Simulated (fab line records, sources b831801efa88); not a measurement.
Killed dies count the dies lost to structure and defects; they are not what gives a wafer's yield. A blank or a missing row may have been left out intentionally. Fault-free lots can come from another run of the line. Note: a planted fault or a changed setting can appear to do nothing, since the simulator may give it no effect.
The tool behind it: which one? + flow gf180mcu + 39 wafers from 13 lots sampled at 5 of the route's 602 steps

== WHAT THE GAUGES SHOWED, per wafer ==
GF_VT_IMPLANT_TW_MEAS_10.
| lot  | measured     | on           | VT_IMPLANT_TW |
|------|--------------|--------------|---------------|
| L437 | day 5 19:14  | filmMetro-02 | 564 563 564   |
| L438 | day 6 07:37  | filmMetro-02 | 564 564 564   |
| L439 | day 6 07:48  | filmMetro-03 | 570 570 572   |
| L440 | day 6 15:31  | filmMetro-01 | 555 556 558   |
| L442 | day 7 00:58  | filmMetro-03 | 572 575 575   |
| L445 | day 7 18:36  | filmMetro-01 | 562 562 560   |
| L446 | day 8 01:55  | filmMetro-03 | 576 574 575   |
| L447 | day 8 03:18  | filmMetro-02 | 565 563 561   |
| L451 | day 9 04:42  | filmMetro-01 | 557 556 556   |
| L454 | day 10 00:49 | filmMetro-02 | 564 561 561   |
| L456 | day 10 11:12 | filmMetro-01 | 554 553 554   |
| L458 | day 11 00:26 | filmMetro-03 | 574 575 575   |
| L459 | day 11 05:19 | filmMetro-01 | 556 559 558   |

GF_HV_LDD_TW_MEAS_38.
| lot  | measured     | on           | HV_LDD_3_TW    |
|------|--------------|--------------|----------------|
| L437 | day 11 18:35 | filmMetro-04 | 1424 1429 1432 |
| L438 | day 12 09:03 | filmMetro-02 | 1440 1435 1436 |
| L439 | day 12 11:56 | filmMetro-03 | 1465 1466 1460 |
| L440 | day 12 16:42 | filmMetro-03 | 1459 1462 1462 |
| L442 | day 13 06:58 | filmMetro-02 | 1442 1449 1445 |
| L445 | day 14 10:00 | filmMetro-03 | 1460 1463 1450 |
| L446 | day 14 16:11 | filmMetro-02 | 1435 1428 1439 |
| L447 | day 14 17:15 | filmMetro-04 | 1430 1425 1434 |
| L451 | day 16 04:08 | filmMetro-02 | 1436 1436 1435 |
| L454 | day 17 03:50 | filmMetro-04 | 1430 1433 1427 |
| L456 | day 17 18:02 | filmMetro-03 | 1465 1463 1461 |
| L458 | day 18 10:23 | filmMetro-03 | 1453 1459 1458 |
| L459 | day 18 16:24 | filmMetro-04 | 1443 1439 1441 |

GF_SALICIDE_THK_MEAS_05: measures by xrf.
| lot  | measured     | on           | SALICIDE_TIN_THK (nm) |
|------|--------------|--------------|-----------------------|
| L437 | day 15 08:32 | filmMetro-04 | 20.0 20.2 20.3        |
| L438 | day 16 00:10 | filmMetro-01 | 20.2 19.7 20.1        |
| L439 | day 16 03:33 | filmMetro-03 | 19.8 19.9 19.9        |
| L440 | day 16 09:04 | filmMetro-01 | 19.6 19.6 19.9        |
| L442 | day 17 01:29 | filmMetro-03 | 20.5 20.8 20.4        |
| L445 | day 18 08:33 | filmMetro-03 | 20.0 20.3 20.7        |
| L446 | day 18 14:47 | filmMetro-01 | 19.8 19.8 19.6        |
| L447 | day 18 16:20 | filmMetro-01 | 19.9 20.0 20.0        |
| L451 | day 20 06:55 | filmMetro-01 | 19.6 20.3 20.6        |
| L454 | day 21 09:55 | filmMetro-04 | 16.8 19.6 20.2        |
| L456 | day 21 23:19 | filmMetro-04 | 19.7 19.6 19.9        |
| L458 | day 22 15:11 | filmMetro-04 | 20.0 19.9 20.2        |
| L459 | day 22 19:47 | filmMetro-04 | 19.8 20.2 20.2        |

== EACH LOT AND THE TOOL THAT RAN IT (in order: tool; ch and the chambers of the sampled wafers; start) ==
| lot  | GF_HV_LDD_ETCHBACK_58             | GF_SALICIDE_SPUTTER_03      |
|------|-----------------------------------|-----------------------------|
| L437 | rieDiel-01 ch 0,1,3, day 12 17:21 | pvdSputter-01, day 15 08:23 |
| L438 | rieDiel-03 ch 2,3, day 13 07:36   | pvdSputter-02, day 16 00:01 |
| L439 | rieDiel-03 ch 0,1,2, day 13 10:54 | pvdSputter-01, day 16 03:24 |
| L440 | rieDiel-03 ch 1,2, day 13 15:25   | pvdSputter-03, day 16 08:54 |
| L442 | rieDiel-03 ch 0,2,3, day 14 05:56 | pvdSputter-03, day 17 01:14 |
| L445 | rieDiel-04 ch 1,2,3, day 15 11:05 | pvdSputter-02, day 18 08:24 |
| L446 | rieDiel-04 ch 0,1,3, day 15 16:35 | pvdSputter-03, day 18 14:38 |
| L447 | rieDiel-03 ch 1,2,3, day 15 18:24 | pvdSputter-01, day 18 16:11 |
| L451 | rieDiel-01 ch 1,2, day 17 05:34   | pvdSputter-02, day 20 06:46 |
| L454 | rieDiel-01 ch 1,3, day 18 07:04   | pvdSputter-02, day 21 09:46 |
| L456 | rieDiel-01 ch 0,2,3, day 18 21:12 | pvdSputter-01, day 21 23:11 |
| L458 | rieDiel-04 ch 0,1, day 19 14:03   | pvdSputter-01, day 22 15:01 |
| L459 | rieDiel-04 ch 0,2, day 19 19:38   | pvdSputter-03, day 22 19:37 |
- GF_HV_LDD_ETCHBACK_58: etches Si3N4 in CH3F/O2, stops on SiO2, time 100 s, target depth 90 nm.
- GF_SALICIDE_SPUTTER_03: material TiN, target thk 20 nm, time 16.7 s.

== AS READ BY THE TOOLS THEMSELVES (means over the sampled wafers that have a number; for cases with no such wafer, the mark the record gives instead) ==
GF_HV_LDD_ETCHBACK_58.
| lot  | tool       | ch3fFlowSccm (sccm) | drypumpMotorCurrentA (A) | oesProductAu (a.u.) | rfFwdPowerW (W) | throttleValvePct (%) |
|------|------------|---------------------|--------------------------|---------------------|-----------------|----------------------|
| L437 | rieDiel-01 | 39.93               | 5.6                      | 0.830               | 396.5           | 10.555               |
| L438 | rieDiel-03 | 39.85               | 5.2                      | 0.844               | 397.8           | 10.563               |
| L439 | rieDiel-03 | 39.99               | 5.6                      | 0.841               | 397.2           | 10.563               |
| L440 | rieDiel-03 | 40.02               | 5.8                      | 0.841               | 398.0           | 10.553               |
| L442 | rieDiel-03 | 39.97               | 5.3                      | 0.831               | 397.6           | 10.557               |
| L445 | rieDiel-04 | 39.90               | 6.0                      | 0.840               | 397.6           | 10.565               |
| L446 | rieDiel-04 | 39.93               | 5.9                      | 0.842               | 398.5           | 10.561               |
| L447 | rieDiel-03 | 39.94               | 5.6                      | 0.842               | 397.0           | 10.562               |
| L451 | rieDiel-01 | 39.91               | 5.7                      | 0.850               | 397.7           | 10.558               |
| L454 | rieDiel-01 | 40.07               | 5.4                      | 0.846               | 398.7           | 10.560               |
| L456 | rieDiel-01 | 39.94               | 5.9                      | 0.840               | 396.6           | 10.556               |
| L458 | rieDiel-04 | 39.92               | 5.8                      | 0.853               | 398.9           | 10.566               |
| L459 | rieDiel-04 | 40.18               | 5.5                      | 0.850               | 398.5           | 10.561               |

GF_SALICIDE_SPUTTER_03.
| lot  | tool          | cathodeDcPowerW (W) | throttleValvePct (%) |
|------|---------------|---------------------|----------------------|
| L437 | pvdSputter-01 | 6499.5              | 30.1                 |
| L438 | pvdSputter-02 | 6500.2              | 31.2                 |
| L439 | pvdSputter-01 | 6499.7              | 29.3                 |
| L440 | pvdSputter-03 | 6500.2              | 29.3                 |
| L442 | pvdSputter-03 | 6500.1              | 30.8                 |
| L445 | pvdSputter-02 | 6499.7              | 31.0                 |
| L446 | pvdSputter-03 | 6499.1              | 28.7                 |
| L447 | pvdSputter-01 | 6500.3              | 29.8                 |
| L451 | pvdSputter-02 | 6498.7              | 30.6                 |
| L454 | pvdSputter-02 | 6176.2              | 30.8                 |
| L456 | pvdSputter-01 | 6498.7              | 29.9                 |
| L458 | pvdSputter-01 | 6499.9              | 29.8                 |
| L459 | pvdSputter-03 | 6499.2              | 30.0                 |

== THE ANSWER, worked out from the rows above alone ==
Rule: what is usual is taken from the lots themselves. Put in order of their means at a reading, lots are off if they are a third of the lots or fewer, leave a main group of 4 or more, and stand apart from it by a gap of 3 or more times the standard deviation of the main group's means; of several such gaps the widest counts. The tables above print the reading to a certain number of digits; a main group whose means all agree to those digits is not used. A lot without any number at a reading at which 4 lots or more have one is off too. All remaining lots with rows at the step are treated as sound. First the gauges in route order, then the tools' own readings, where a lot's mean is used as printed above. The first step at which some lot is off is used, and at that step the reading that is off furthest; a lot without a number counts as furthest.
Off: at GF_SALICIDE_THK_MEAS_05 (SALICIDE_TIN_THK), L454. Main group: mean 20.0 nm, sd 0.25.
A tool fits if, at a process step before that reading, it ran every lot that is off, and no sound lot after the first of them. Not tried: the gauges at GF_SALICIDE_THK_MEAS_05; whatever is off there is also off at GF_SALICIDE_SPUTTER_03, on other tools, and gauge error can't account for it. One fits: pvdSputter-02 at GF_SALICIDE_SPUTTER_03. Its last sound lot is L451 (day 20 06:46), its first lot that is off L454 (day 21 09:46): a fault that began between those two fits.
The tool's own readings at GF_SALICIDE_SPUTTER_03 bear it out: on the lots that are off they differ by more than 5 times the standard deviation of the sound lots' means. cathodeDcPowerW reads 6176.2 W there against 6499.6 W on the sound lots.

== WHAT HAD BEEN PUT IN BY THE SIMULATOR ==
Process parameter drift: pvdSputter-02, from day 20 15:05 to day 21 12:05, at GF_SALICIDE_SPUTTER_03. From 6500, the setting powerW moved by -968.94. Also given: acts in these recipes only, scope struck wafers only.
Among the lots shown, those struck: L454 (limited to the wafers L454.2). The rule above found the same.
